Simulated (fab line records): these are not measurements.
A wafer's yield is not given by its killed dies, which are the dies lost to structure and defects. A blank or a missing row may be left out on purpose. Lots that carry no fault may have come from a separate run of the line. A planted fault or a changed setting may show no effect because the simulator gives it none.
fab line records	flow sky130
record: lots: 12	wafers: 36	lastDay: 50
route steps=708 shown METAL4@630 VIA4@657 METAL5@677 PASSIVATION@683 PAD_OPEN@708
lots untouched by any fault: they come from a run of this same line in which no faults occurred
startH: hours from the record's opening day to when the first of the lot's shown wafers began	waitH: hours since the lot's step before	" unchanged from the row above	L1.1+2: a single row standing in for several wafers	- value missing, or start not given	* or withheld: withheld	< > ~ a bound
route shown NAME@n: names a module that has steps shown in the file, with the first one's number in the route	usual: mean/standard deviation of fault-free wafers	same: alike in all rows	chamber/n: place in a boat	sites: readings site by site	_std_site: their standard deviation	_edge_site: mean of outer sites minus mean of inner sites	radiusMm: how far each site lies from the wafer's centre	mask NAME#n: copy n	behind: the most recent tool/chamber to have shaped the wafer	hold: reason for holding the lot/hours on hold/outcome of the hold	device: the n, p or np transistor that did not switch	end of line: the route-end tests of the same wafers	a step with no rows: only its recipe	killed: not the wafer's yield, but the dies lost to structure and defects at the first sort	map: the dies of a wafer, with x for killed, . for not killed, _ for no die there
set.NAME: the run value of the setting; set.NAME@STEP: its run value at that earlier step	model.NAME: the simulator's own value behind a step, which no gauge read
one table for each step of the route and one row for each wafer, over a sample of lots
services: a tool's chamber out of use, with start hour (startH, from the record's first day; less than 0 if before it), hours out, and reason
== steps ==
step: SKY_METAL4_OVL_MEAS_14
usual: METAL4_OVL: -3/5.3
lot.wafer	tool	chamber	startH	waitH	METAL4_OVL[nm]
L532.2	overlay-02	-	986.09	0.1	-3
L532.3	"	-	"	"	-1
L532.6	"	-	"	"	-1
L531.1	overlay-02	-	987.24	0.1	1
L531.2	"	-	"	"	-8
L531.5	"	-	"	"	-8
L534.1	overlay-01	-	999.29	0.1	-1
L534.2	"	-	"	"	-5
L534.3	"	-	"	"	-4
L535.2	overlay-01	-	1006.69	0.1	-2
L535.4	"	-	"	"	-11
L535.5	"	-	"	"	-3
L536.2	overlay-02	-	1021.89	0.1	-2
L536.3	"	-	"	"	-11
L536.5	"	-	"	"	-8
L538.2	overlay-02	-	1025.75	0.1	-6
L538.4	"	-	"	"	-11
L538.5	"	-	"	"	-8
L537.3	overlay-02	-	1029.45	0.1	2
L537.4	"	-	"	"	-5
L537.5	"	-	"	"	-2
L541.1	overlay-02	-	1048.63	0.1	-7
L541.4	"	-	"	"	-2
L541.6	"	-	"	"	-5
L542.4	overlay-02	-	1049.95	0.1	-6
L542.5	"	-	"	"	-4
L542.6	"	-	"	"	-5
L548.4	overlay-02	-	1090.91	0.1	2
L548.5	"	-	"	"	-4
L548.6	"	-	"	"	-9
L550.1	overlay-01	-	1099.78	0.1	-10
L550.4	"	-	"	"	-9
L550.5	"	-	"	"	-9
L553.1	overlay-01	-	1111.14	0.1	11
L553.3	"	-	"	"	10
L553.4	"	-	"	"	8
step: SKY_VIA4_CVD_18
recipe: material: W	targetThkNm: 505	timeS: 152.14	tempC: 400	pressureTorr: 40
usual: heaterPowerOuterW: 563/37	heaterPowerW: 869/67
lot.wafer	tool	chamber	startH	waitH	heaterPowerOuterW	heaterPowerW
L532.2	cvdW-02	0	1011.81	0.0	609	903
L532.3	"	1	"	"	505	738
L532.6	"	0	"	"	596	893
L531.1	cvdW-02	0	1012.49	0.0	593	923
L531.2	"	1	"	"	511	740
L531.5	"	0	"	"	606	919
L534.1	cvdW-02	0	1025.18	0.0	604	912
L534.2	"	1	"	"	515	755
L534.3	"	0	"	"	582	923
L535.2	cvdW-01	0	1031.75	0.0	589	912
L535.4	"	0	"	"	587	909
L535.5	"	0	"	"	589	890
L536.2	cvdW-01	0	1048.58	0.0	583	916
L536.3	"	1	"	"	549	899
L536.5	"	1	"	"	530	901
L538.2	cvdW-02	0	1051.27	0.0	609	916
L538.4	"	0	"	"	598	912
L538.5	"	0	"	"	593	919
L537.3	cvdW-01	0	1054.40	0.1	596	880
L537.4	"	1	"	"	539	911
L537.5	"	0	"	"	589	881
L541.1	cvdW-01	0	1072.77	0.0	593	881
L541.4	"	1	"	"	541	922
L541.6	"	0	"	"	580	929
L542.4	cvdW-01	1	1074.12	0.1	544	916
L542.5	"	0	"	"	584	885
L542.6	"	1	"	"	547	888
L548.4	cvdW-02	1	1113.67	0.1	507	752
L548.5	"	0	"	"	613	918
L548.6	"	1	"	"	515	780
L550.1	cvdW-02	1	1121.67	0.0	513	758
L550.4	"	0	"	"	614	913
L550.5	"	0	"	"	597	890
L553.1	cvdW-01	0	1132.76	0.0	605	901
L553.3	"	0	"	"	609	907
L553.4	"	1	"	"	543	910
step: SKY_METAL5_STRIP_16
recipe: chemistry: O2/N2	powerW: 1400	pressureMtorr: 1500	platenTempC: withheld	o2FlowSccm: 3000	n2FlowSccm: 300	overashFraction: 0.5
usual: drypumpMotorCurrentA: 5.90/0.29	oesProductAu: 0.711/0.0046	stripTimeToEndpointS: 13.09/0.16
lot.wafer	tool	chamber	startH	waitH	drypumpMotorCurrentA	oesProductAu	rfHoursCounterH	stripTimeToEndpointS
L532.2	plasmaAsher-02	0	1036.54	0.2	6.37	0.709	31	12.92
L532.3	"	1	"	"	5.52	0.713	-	12.85
L532.6	"	1	"	"	5.51	0.708	-	13.25
L531.1	plasmaAsher-01	1	1036.66	0.2	5.75	0.711	55	12.91
L531.2	"	0	"	"	5.71	0.713	55	13.02
L531.5	"	0	"	"	5.72	0.719	-	12.83
L534.1	plasmaAsher-03	1	1049.26	0.2	5.96	0.710	91	13.06
L534.2	"	0	"	"	6.15	0.708	91	13.27
L534.3	"	1	"	"	6.00	0.705	-	13.13
L535.2	plasmaAsher-02	1	1055.54	0.2	5.53	0.717	33	13.16
L535.4	"	1	"	"	5.52	0.700	-	13.22
L535.5	"	1	"	"	5.53	0.716	-	13.28
L536.2	plasmaAsher-03	0	1071.69	0.2	6.14	0.714	92	13.08
L536.3	"	0	"	"	6.12	0.714	-	13.15
L536.5	"	0	"	"	6.14	0.716	-	13.09
L538.2	plasmaAsher-03	0	1073.94	0.2	6.19	0.714	93	13.25
L538.4	"	0	"	"	6.14	0.711	-	13.35
L538.5	"	0	"	"	6.17	0.710	-	12.94
L537.3	plasmaAsher-01	0	1076.87	0.1	5.73	0.717	-	12.96
L537.4	"	1	"	"	5.74	0.721	-	13.41
L537.5	"	1	"	"	5.73	0.712	-	13.36
L541.1	plasmaAsher-01	0	1094.44	0.2	5.72	0.718	62	12.88
L541.4	"	1	"	"	5.74	0.712	-	13.39
L541.6	"	0	"	"	5.71	0.704	-	13.27
L542.4	plasmaAsher-03	0	1095.84	0.1	6.17	0.719	-	13.10
L542.5	"	0	"	"	6.17	0.710	-	13.09
L542.6	"	1	"	"	5.99	0.718	-	12.98
L548.4	plasmaAsher-01	1	1134.39	0.1	5.75	0.714	-	13.31
L548.5	"	0	"	"	5.73	0.711	-	13.12
L548.6	"	1	"	"	5.77	0.704	-	13.22
L550.1	plasmaAsher-01	0	1140.79	0.2	5.71	0.712	66	13.03
L550.4	"	1	"	"	5.75	0.707	-	12.86
L550.5	"	1	"	"	5.76	0.708	-	12.88
L553.1	plasmaAsher-01	1	1152.74	0.2	5.76	0.709	67	13.03
L553.3	"	1	"	"	5.76	0.711	-	13.07
L553.4	"	0	"	"	5.69	0.713	-	13.34
step: SKY_PASSIVATION_CVD_02
recipe: material: Si3N4	targetThkNm: 540	tempC: 400	timeS: withheld	rfW: 450
usual: heaterPowerOuterW: 421/73	heaterPowerW: 721/93
lot.wafer	tool	chamber	startH	waitH	heaterPowerOuterW	heaterPowerW
L532.2	pecvd-01	1	1037.21	0.0	427	712
L532.3	"	2	"	"	523	765
L532.6	"	0	"	"	463	814
L531.1	pecvd-02	2	1037.33	0.1	367	686
L531.2	"	0	"	"	456	794
L531.5	"	0	"	"	352	650
L534.1	pecvd-02	0	1049.95	0.1	413	744
L534.2	"	2	"	"	347	651
L534.3	"	1	"	"	530	873
L535.2	pecvd-02	1	1056.21	0.0	570	910
L535.4	"	1	"	"	443	781
L535.5	"	0	"	"	447	804
L536.2	pecvd-02	0	1072.43	0.0	439	757
L536.3	"	1	"	"	548	896
L536.5	"	0	"	"	469	807
L538.2	pecvd-03	1	1074.62	0.0	410	672
L538.4	"	0	"	"	264	547
L538.5	"	1	"	"	427	669
L537.3	pecvd-02	0	1077.62	0.1	454	807
L537.4	"	1	"	"	519	884
L537.5	"	0	"	"	364	637
L541.1	pecvd-03	1	1095.11	0.1	432	682
L541.4	"	1	"	"	460	689
L541.6	"	0	"	"	293	577
L542.4	pecvd-03	2	1096.60	0.1	367	642
L542.5	"	1	"	"	410	647
L542.6	"	0	"	"	264	541
L548.4	pecvd-01	2	1135.37	0.1	446	699
L548.5	"	0	"	"	433	721
L548.6	"	1	"	"	448	738
L550.1	pecvd-01	1	1141.50	0.1	385	648
L550.4	"	1	"	"	407	703
L550.5	"	0	"	"	466	779
L553.1	pecvd-02	2	1153.42	0.1	318	624
L553.3	"	1	"	"	559	922
L553.4	"	2	"	"	349	640
step: SKY_PAD_OPEN_PROBE_99
usual: defectLimitedYield: 82.5/2	killed_at_M0_to_M3: 43/7.6	killed_at_M4_up: 2.8/1.9	killedAtContacts: 24/4.7	killedAtFrontEnd: 16/4.4	killedAtOther: 0.2/0.4	killedDies: 86/9.9	killedOpen: 47/8.2	killedShort: 39/6.3	sort_bin_3_pad_short: 0.8/0.42	sort_bin_5_function: 10.4/1.5	sort_bin_6_memory: 6.2/1.2	sortNPass: 406/9.9	sortYieldPct: 82.5/2
same: grossDies: 492	killedAtBackSide: 0	sort_bin_4_leakage[%]: 0	sort_bin_8_speed[%]: 0
lot.wafer	tool	chamber	startH	waitH	defectLimitedYield[%]	killed_at_M0_to_M3	killed_at_M4_up	killedAtContacts	killedAtFrontEnd	killedAtOther	killedDies	killedOpen	killedShort	sort_bin_3_pad_short[%]	sort_bin_5_function[%]	sort_bin_6_memory[%]	sortNPass	sortYieldPct[%]
L538.2	prober-01	-	1118.40	0.1	69.3	50	49	23	29	0	151	62	44	2.0	17.9	10.8	341	69.3
L538.4	prober-01	-	1118.50	0.2	74.6	35	51	19	19	1	125	41	39	3.0	16.1	6.3	367	74.6
L538.5	prober-01	-	1118.55	0.2	72.4	41	50	19	26	0	136	51	36	2.0	17.3	8.3	356	72.4
L542.4	prober-02	-	1138.68	0.2	77.8	38	48	14	9	0	109	30	34	0.8	15.4	5.9	383	77.8
L542.5	prober-02	-	1138.73	0.2	75.4	41	51	19	10	0	121	40	35	2.0	13.6	8.9	371	75.4
L542.6	prober-02	-	1138.78	0.2	82.1	47	1	25	15	0	88	58	30	0	11.0	6.9	404	82.1
L548.4	prober-02	-	1174.34	0.2	81.3	42	4	29	16	1	92	59	33	1.4	9.1	8.1	400	81.3
L548.5	prober-02	-	1174.39	0.2	76.8	61	3	29	20	1	114	61	53	1.0	12.8	9.3	378	76.8
L548.6	prober-02	-	1174.44	0.2	79.7	54	4	24	18	0	100	60	40	1.8	11.4	7.1	392	79.7
killed by level:class
L538.2 METAL5:unspecified=45 CONTACT:geometricParticle:open=15 METAL2:geometricParticle:short=9 VIA1:geometricParticle:open=9 POLY_GATE:geometricParticle:open=8 POLY_GATE:geometricParticle:short=8 VIA3:geometricParticle:open=7 FIELD_ISO:geometricParticle:short=6
L538.4 METAL5:unspecified=45 VIA1:geometricParticle:open=9 POLY_GATE:geometricParticle:short=6 CONTACT:geometricParticle:open=6 LOCAL_INTERCONNECT:geometricParticle:short=5 VIA2:geometricParticle:open=5 VIA3:geometricParticle:open=5 POLY_GATE:geometricParticle:open=4
L538.5 METAL5:unspecified=49 POLY_GATE:geometricParticle:open=9 METAL1:geometricParticle:short=8 CONTACT:geometricParticle:open=7 VIA2:geometricParticle:open=7 FIELD_ISO:geometricParticle:open=6 POLY_GATE:geometricParticle:short=6 LI_CONTACT:geometricParticle:open=6
L542.4 METAL5:unspecified=45 VIA1:geometricParticle:open=7 VIA1:geometricParticle:short=6 VIA3:geometricParticle:open=6 LI_CONTACT:geometricParticle:open=5 METAL2:geometricParticle:short=5 FIELD_ISO:geometricParticle:short=4 VIA2:geometricParticle:short=4
L542.5 METAL5:unspecified=46 VIA3:geometricParticle:open=9 VIA1:geometricParticle:open=8 CONTACT:geometricParticle:open=7 LI_CONTACT:geometricParticle:open=6 METAL2:geometricParticle:short=5 METAL4:geometricParticle:short=5 METAL1:geometricParticle:short=4
L542.6 VIA2:geometricParticle:open=12 LI_CONTACT:geometricParticle:open=11 CONTACT:geometricParticle:open=10 VIA3:geometricParticle:open=9 VIA1:geometricParticle:open=8 METAL1:geometricParticle:short=7 FIELD_ISO:geometricParticle:open=4 METAL3:geometricParticle:short=4
L548.4 VIA1:geometricParticle:open=21 CONTACT:geometricParticle:open=10 LOCAL_INTERCONNECT:geometricParticle:short=7 FIELD_ISO:geometricParticle:open=5 LI_CONTACT:geometricParticle:short=5 LI_CONTACT:geometricParticle:open=5 POLY_GATE:geometricParticle:open=4 VIA3:geometricParticle:open=4
L548.5 VIA1:geometricParticle:open=21 CONTACT:geometricParticle:open=10 METAL2:geometricParticle:short=8 LI_CONTACT:geometricParticle:open=7 VIA3:geometricParticle:open=7 VIA2:geometricParticle:open=6 VIA2:geometricParticle:short=6 POLY_GATE:geometricParticle:short=5
L548.6 VIA1:geometricParticle:open=16 POLY_GATE:geometricParticle:open=9 CONTACT:geometricParticle:open=8 METAL2:geometricParticle:short=7 METAL1:geometricParticle:short=7 VIA2:geometricParticle:open=7 LI_CONTACT:geometricParticle:open=6 FIELD_ISO:geometricParticle:short=5
== services ==
tool	chamber	startH	hours	kind
pecvd-01	-	1034.63	0.3	repair
plasmaAsher-03	-	1050.57	5.4	repair
pecvd-01	0	1056.63	16.5	scheduledDown
pecvd-03	-	1063.64	2.8	pm
pecvd-02	2	1066.89	13.3	repair
pecvd-03	-	1066.92	0.4	repair
plasmaAsher-02	-	1085.28	0.6	repair
pecvd-01	-	1086.01	0.8	repair
pecvd-02	-	1092.07	11.3	repair
cvdW-01	-	1092.16	6.9	pm
pecvd-01	1	1110.97	5.5	scheduledDown
pecvd-01	2	1115.27	18.4	repair
pecvd-03	1	1121.83	7.4	repair
pecvd-03	1	1129.20	5.0	scheduledDown
pecvd-02	-	1139.29	0.2	repair
cvdW-01	-	1150.53	0.9	repair
== key ==
firstSign: step: SKY_PAD_OPEN_PROBE_99	reading: killed_at_M4_up	direction: up	sigmas: 25	usual: 2.8	struck: 49.8
effect: step: SKY_PAD_OPEN_PROBE_99	reading: killedDies	direction: up	sigmas: 4.3	usual: 86	struck: 128
metAt SKY_METAL5_STRIP_16
struckLots L538,L542
struckWafers L538.2,L538.4,L538.5,L542.4,L542.5
notActingAt SKY_METAL4_OVL_MEAS_14,SKY_VIA4_CVD_18,SKY_PASSIVATION_CVD_02
onsetBetween 1071.69 1073.94
fault: kind: chamberParticleSource	tool: plasmaAsher-03	chamber: 0	onsetH: 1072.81	steps: SKY_METAL5_STRIP_16	ratePerVisitCm2: 0.599	endH: 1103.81
